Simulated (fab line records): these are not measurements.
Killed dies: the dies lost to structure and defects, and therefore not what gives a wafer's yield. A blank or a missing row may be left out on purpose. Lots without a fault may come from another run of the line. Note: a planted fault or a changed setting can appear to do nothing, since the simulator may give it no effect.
fab line records    flow gf180mcu
[record] lots = 14  wafers = 42  last-day = 34
route steps=602 shown STI@3 VT_IMPLANT@97 HV_LDD@209
lots that met no fault: taken from a fault-free run of the same line
start-h: the number of hours between the record's first day and the start of the first shown wafer of the lot    wait-h: hours since the lot's step before    " repeats the value in the row above    L1.1+2: a row that stands for several wafers    - no value, or no start was given    * or withheld: withheld    < > ~ a bound
route shown NAME@n: names a module that has steps shown in the file, with the first one's number in the route    usual: mean/standard deviation of fault-free wafers    same: alike in all rows    chamber/n: place in a boat    sites: per-site readings    _std_site: standard deviation of those values    _edge_site: outer sites' mean less inner sites'    radius-mm: how far each site lies from the wafer's centre    mask NAME#n: copy n    behind: the most recent tool/chamber to have shaped the wafer    hold: why the lot was held/for how many hours/how that ended    device: which transistor (n, p or np) failed to switch    end of line: tests of these same wafers at the route's end    step lacking rows: just its recipe    killed: dies lost to structure and defects at the first sort, not the wafer's yield    map: a wafer's dies, marking killed ones x, the rest . and places with no die _
set.NAME: the run value of the setting; set.NAME@STEP: its run value at that earlier step    model.NAME: the simulator's own value behind a step, which no gauge read
a sample of lots followed through the steps of the route, with each step as a table and each wafer as a row
services: from which hour (start-h, from the record's first day; less than 0 if before it) a tool's chamber was out of use, for how many hours, and why
[[steps]]
[step GF_STI_THK_MEAS_02]
[recipe] reads = SiO2_of_STI_OXIDATION_01
[usual] STI_OXIDATION_THK = 9.99/0.2
lot.wafer  tool           chamber  start-h  wait-h  STI_OXIDATION_THK[nm]
L211.2     film-metro-03  -        11.52    0.0     10.30
L211.4     "              -        "        "       10.31
L211.6     "              -        "        "       10.35
L212.2     film-metro-04  -        16.52    0.0     10.16
L212.3     "              -        "        "       10.11
L212.6     "              -        "        "       10.06
L213.1     film-metro-04  -        21.51    0.0     10.01
L213.2     "              -        "        "       9.86
L213.5     "              -        "        "       9.91
L217.3     film-metro-04  -        41.89    0.0     9.89
L217.4     "              -        "        "       9.87
L217.6     "              -        "        "       9.81
L220.2     film-metro-03  -        56.73    0.0     9.91
L220.3     "              -        "        "       10.15
L220.4     "              -        "        "       10.06
L221.1     film-metro-03  -        61.88    0.0     9.94
L221.3     "              -        "        "       10.19
L221.5     "              -        "        "       10.07
L222.1     film-metro-03  -        67.43    0.0     9.95
L222.2     "              -        "        "       9.98
L222.5     "              -        "        "       9.92
L223.3     film-metro-04  -        72.45    0.0     10.08
L223.4     "              -        "        "       10.30
L223.5     "              -        "        "       10.01
L224.1     film-metro-02  -        76.51    0.0     10.36
L224.3     "              -        "        "       10.15
L224.5     "              -        "        "       10.05
L225.1     film-metro-02  -        83.21    0.0     9.88
L225.4     "              -        "        "       9.79
L225.6     "              -        "        "       9.60
L228.2     film-metro-04  -        96.52    0.0     9.59
L228.4     "              -        "        "       9.31
L228.6     "              -        "        "       9.60
L232.1     film-metro-03  -        118.02   0.0     10.31
L232.2     "              -        "        "       9.89
L232.3     "              -        "        "       10.09
L233.4     film-metro-03  -        122.07   0.0     10.01
L233.5     "              -        "        "       10.10
L233.6     "              -        "        "       9.83
L234.1     film-metro-02  -        126.51   0.0     10.29
L234.3     "              -        "        "       10.40
L234.5     "              -        "        "       10.12
[step GF_VT_IMPLANT_OVL_MEAS_07]
[usual] VT_IMPLANT_OVL = -0.8/1.6
lot.wafer  tool        chamber  start-h  wait-h  VT_IMPLANT_OVL[nm]
L211.2     overlay-02  -        108.73   0.1     1.1
L211.4     "           -        "        "       -0.8
L211.6     "           -        "        "       2.7
L212.2     overlay-01  -        118.45   0.1     -1.2
L212.3     "           -        "        "       -0.9
L212.6     "           -        "        "       0.0
L213.1     overlay-02  -        121.00   0.1     -3.2
L213.2     "           -        "        "       -3.1
L213.5     "           -        "        "       -1.5
L217.3     overlay-01  -        146.41   0.1     1.0
L217.4     "           -        "        "       1.9
L217.6     "           -        "        "       0.5
L220.2     overlay-01  -        164.81   0.1     -3.2
L220.3     "           -        "        "       -3.0
L220.4     "           -        "        "       -2.8
L221.1     overlay-02  -        172.25   0.1     -1.9
L221.3     "           -        "        "       0.2
L221.5     "           -        "        "       -1.4
L222.1     overlay-01  -        177.97   0.1     0.9
L222.2     "           -        "        "       -0.1
L222.5     "           -        "        "       -0.3
L223.3     overlay-02  -        183.01   0.1     2.7
L223.4     "           -        "        "       4.1
L223.5     "           -        "        "       -2.0
L224.1     overlay-02  -        188.95   0.1     -0.9
L224.3     "           -        "        "       -0.7
L224.5     "           -        "        "       -2.3
L225.1     overlay-02  -        197.90   0.1     1.2
L225.4     "           -        "        "       -1.1
L225.6     "           -        "        "       -2.4
L228.2     overlay-02  -        218.05   0.1     -0.2
L228.4     "           -        "        "       -1.3
L228.6     "           -        "        "       -1.8
L232.1     overlay-01  -        240.95   0.1     -0.4
L232.2     "           -        "        "       -0.7
L232.3     "           -        "        "       -1.5
L233.4     overlay-02  -        247.21   0.1     0.0
L233.5     "           -        "        "       -0.9
L233.6     "           -        "        "       -0.1
L234.1     overlay-02  -        258.14   0.1     -1.8
L234.3     "           -        "        "       -2.3
L234.5     "           -        "        "       -2.6
[step GF_HV_LDD_IMPLANT_33]
[recipe] species = P  energy-kev = 60  dose-cm2 = 7.5e+12  tilt-deg = 30  rotation-deg = 0
[usual] beam-on-s = 10.00/0.19  faraday-current-uA = 42.3/0.81  rotation-deg = 0.005/0.021
[same] implant-ion-amu = 31
lot.wafer  tool          chamber  start-h  wait-h  beam-on-s  faraday-current-uA  rotation-deg
L211.2     implanter-01  0        249.40   0.0     9.91       42.4                -0.019
L211.4     "             0        "        "       9.82       43.0                -0.007
L211.6     "             0        "        "       10.06      42.4                0.053
L212.2     implanter-02  0        261.08   0.0     10.04      42.0                -0.022
L212.3     "             0        "        "       10.09      41.8                0.026
L212.6     "             0        "        "       10.23      41.6                0.041
L213.1     implanter-03  0        264.08   0.0     10.08      42.0                -0.003
L213.2     "             0        "        "       9.97       42.4                0.027
L213.5     "             0        "        "       9.68       43.5                -0.003
L217.3     implanter-03  0        295.32   0.1     9.91       42.8                -0.015
L217.4     "             0        "        "       9.86       42.8                -0.021
L217.6     "             0        "        "       10.07      42.0                -0.016
L220.2     implanter-03  0        320.30   0.0     9.74       43.4                -0.014
L220.3     "             0        "        "       10.03      41.9                0.008
L220.4     "             0        "        "       9.97       42.4                -0.011
L221.1     implanter-01  0        328.42   0.0     10.05      42.2                0.008
L221.3     "             0        "        "       10.16      41.7                -0.009
L221.5     "             0        "        "       9.86       42.9                0.014
L222.1     implanter-03  0        338.75   0.0     9.75       43.3                0.018
L222.2     "             0        "        "       9.80       43.1                0.018
L222.5     "             0        "        "       10.22      41.3                0.004
L223.3     implanter-02  0        343.45   0.1     9.86       43.1                0.005
L223.4     "             0        "        "       9.68       43.5                0.035
L223.5     "             0        "        "       10.12      42.0                0.007
L224.1     implanter-03  0        354.85   0.0     7.85       53.8                0.028
L224.3     "             0        "        "       7.84       53.8                -0.011
L224.5     "             0        "        "       7.86       53.7                0.016
L225.1     implanter-03  0        365.67   0.0     7.58       55.5                0.022
L225.4     "             0        "        "       7.65       55.0                0.015
L225.6     "             0        "        "       7.97       53.1                0.008
L228.2     implanter-01  0        402.85   0.0     10.31      41.0                0.003
L228.4     "             0        "        "       9.83       43.0                0.013
L228.6     "             0        "        "       9.77       43.3                -0.044
L232.1     implanter-01  0        421.60   0.0     10.35      40.8                0.017
L232.2     "             0        "        "       10.26      41.2                0.006
L232.3     "             0        "        "       9.73       43.3                0.000
L233.4     implanter-02  0        429.15   0.1     10.07      41.9                0.020
L233.5     "             0        "        "       10.06      42.2                0.019
L233.6     "             0        "        "       9.89       42.6                0.017
L234.1     implanter-02  0        440.75   0.0     10.00      42.4                -0.017
L234.3     "             0        "        "       10.30      41.1                -0.028
L234.5     "             0        "        "       10.13      41.7                -0.026
[step GF_HV_LDD_TW_MEAS_38]
[usual] HV_LDD_3_TW = 1432/13
lot.wafer  tool           chamber  start-h  wait-h  HV_LDD_3_TW
L211.2     film-metro-04  -        250.13   0.1     1452
L211.4     "              -        "        "       1451
L211.6     "              -        "        "       1460
L212.2     film-metro-03  -        261.76   0.1     1424
L212.3     "              -        "        "       1426
L212.6     "              -        "        "       1416
L213.1     film-metro-04  -        264.78   0.1     1444
L213.2     "              -        "        "       1447
L213.5     "              -        "        "       1453
L217.3     film-metro-04  -        295.99   0.1     1441
L217.4     "              -        "        "       1434
L217.6     "              -        "        "       1440
L220.2     film-metro-04  -        320.98   0.1     1454
L220.3     "              -        "        "       1451
L220.4     "              -        "        "       1462
L221.1     film-metro-04  -        329.12   0.1     1449
L221.3     "              -        "        "       1465
L221.5     "              -        "        "       1457
L222.1     film-metro-03  -        339.50   0.1     1426
L222.2     "              -        "        "       1424
L222.5     "              -        "        "       1435
L223.3     film-metro-03  -        344.12   0.1     1432
L223.4     "              -        "        "       1442
L223.5     "              -        "        "       1437
L224.1     film-metro-03  -        355.55   0.1     1410
L224.3     "              -        "        "       1409
L224.5     "              -        "        "       1405
L225.1     film-metro-03  -        366.37   0.1     1401
L225.4     "              -        "        "       1402
L225.6     "              -        "        "       1410
L228.2     film-metro-03  -        403.53   0.1     1442
L228.4     "              -        "        "       1431
L228.6     "              -        "        "       1431
L232.1     film-metro-01  -        422.30   0.1     1414
L232.2     "              -        "        "       1414
L232.3     "              -        "        "       1409
L233.4     film-metro-01  -        429.80   0.1     1414
L233.5     "              -        "        "       1424
L233.6     "              -        "        "       1419
L234.1     film-metro-01  -        441.45   0.1     1417
L234.3     "              -        "        "       1422
L234.5     "              -        "        "       1426
[step GF_HV_LDD_RS_MEAS_53]
[recipe] thk-meas-gauge = four-point-probe
[usual] HV_LDD_RS = 419.8/0.9
lot.wafer  tool           chamber  start-h  wait-h  HV_LDD_RS[ohm/sq]
L211.2     film-metro-01  -        269.27   0.1     420.9
L211.4     "              -        "        "       420.4
L211.6     "              -        "        "       420.2
L212.2     film-metro-04  -        281.15   0.1     420.6
L212.3     "              -        "        "       419.7
L212.6     "              -        "        "       421.3
L213.1     film-metro-04  -        284.40   0.1     420.2
L213.2     "              -        "        "       420.0
L213.5     "              -        "        "       420.3
L217.3     film-metro-01  -        315.37   0.1     419.3
L217.4     "              -        "        "       419.9
L217.6     "              -        "        "       420.0
L220.2     film-metro-04  -        342.07   0.1     422.5
L220.3     "              -        "        "       420.3
L220.4     "              -        "        "       421.7
L221.1     film-metro-04  -        349.55   0.1     418.7
L221.3     "              -        "        "       419.5
L221.5     "              -        "        "       418.7
L222.1     film-metro-04  -        361.23   0.1     418.8
L222.2     "              -        "        "       419.7
L222.5     "              -        "        "       419.8
L223.3     film-metro-03  -        366.94   0.1     418.8
L223.4     "              -        "        "       417.3
L223.5     "              -        "        "       418.2
L224.1     film-metro-03  -        378.50   0.1     424.6
L224.3     "              -        "        "       424.9
L224.5     "              -        "        "       424.2
L225.1     film-metro-04  -        389.65   0.1     424.6
L225.4     "              -        "        "       424.9
L225.6     "              -        "        "       425.3
L228.2     film-metro-03  -        427.04   0.1     420.2
L228.4     "              -        "        "       419.5
L228.6     "              -        "        "       419.0
L232.1     film-metro-01  -        446.25   0.1     420.2
L232.2     "              -        "        "       419.4
L232.3     "              -        "        "       419.4
L233.4     film-metro-01  -        454.68   0.1     418.3
L233.5     "              -        "        "       419.9
L233.6     "              -        "        "       419.7
L234.1     film-metro-04  -        466.30   0.1     420.9
L234.3     "              -        "        "       420.9
L234.5     "              -        "        "       421.5
[[services]]
tool          chamber  start-h  hours  kind
implanter-03  -        255.34   2.7    pm
implanter-02  -        322.56   7.7    repair
implanter-03  -        328.12   1.6    repair
implanter-01  -        330.13   2.0    repair
implanter-02  -        336.15   2.7    pm
implanter-02  -        389.62   2.5    pm
[[key]]
[first-sign] step = GF_HV_LDD_IMPLANT_33  reading = faraday-current-uA  direction = up  sigmas = 15  usual = 42.3  struck = 54.1
[effect] step = GF_HV_LDD_IMPLANT_33  reading = beam-on-s  direction = down  sigmas = 12  usual = 10.00  struck = 7.79
[effect] step = GF_HV_LDD_TW_MEAS_38  reading = HV_LDD_3_TW  direction = down  sigmas = 2  usual = 1432  struck = 1406
[effect] step = GF_HV_LDD_RS_MEAS_53  reading = HV_LDD_RS  direction = up  sigmas = 5.5  usual = 419.8  struck = 424.8
met-at GF_HV_LDD_IMPLANT_33
struck-lots L224,L225
tester-left-out L224,L225
not-acting-at GF_STI_THK_MEAS_02,GF_VT_IMPLANT_OVL_MEAS_07,GF_HV_LDD_TW_MEAS_38
onset-between 338.75 354.85
[fault] kind = process-parameter-drift  tool = implanter-03  chamber = -  onset-h = 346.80  steps = GF_HV_LDD_IMPLANT_33  channel = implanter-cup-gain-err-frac  offset = 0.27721  shape = step  end-h = 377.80
// tester-left-out: of these lots the tester's yield and bins aren't shown, on N5 and GAA mostly nor the transistor test; their killed dies are dies lost to structure and defects alone, not to doping, threshold or leakage, so they don't give the yield
